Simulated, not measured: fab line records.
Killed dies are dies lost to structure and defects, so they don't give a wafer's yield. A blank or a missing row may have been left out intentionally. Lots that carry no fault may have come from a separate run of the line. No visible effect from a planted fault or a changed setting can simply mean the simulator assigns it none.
Which tool was responsible? ; flow gf180mcu ; 21 wafers sampled from 7 lots at 1 step of a route of 602

## WHAT EACH GAUGE READ, for each wafer
GF_HV_LDD_CD_MEAS_19: the cd target is 400 nm.
lot;measured;on;cd_nm (nm)
L622;day 11 06:56;cd_sem-01;398.9 397.3 396.1
L626;day 12 12:09;cd_sem-02;396.6 399.0 397.9
L630;day 13 20:37;cd_sem-02;396.3 395.9 396.5
L633;day 14 20:12;cd_sem-02;402.1 402.9 402.8
L639;day 16 16:49;cd_sem-01;401.3 400.1 400.5
L641;day 18 02:49;cd_sem-01;401.7 401.8 401.8
L643;day 18 17:42;cd_sem-02;403.2 403.2 403.4

## WHICH TOOL RAN EACH LOT (tool, then ch and the chambers of the sampled wafers, then the start)
Before these readings, the record contains no process step.

## THE ANSWER, worked out from the rows above alone
Rule: the usual values come from the lots themselves. The widest of any qualifying gaps counts: lots, ordered by their means at a reading, are off when they make up no more than a third of the lots, leave a main group of 4 or more, and stand apart from it by 3 or more times the standard deviation of that group's means. If all means in a main group match to the digits the tables above print for the reading, that group is not used. A lot without any number at a reading at which 4 lots or more have one is off too. Any other lot the step has rows for is counted as sound.
Nothing can be told from this: no lot is off at any reading shown.

## WHAT WAS PUT IN BY THE SIMULATOR
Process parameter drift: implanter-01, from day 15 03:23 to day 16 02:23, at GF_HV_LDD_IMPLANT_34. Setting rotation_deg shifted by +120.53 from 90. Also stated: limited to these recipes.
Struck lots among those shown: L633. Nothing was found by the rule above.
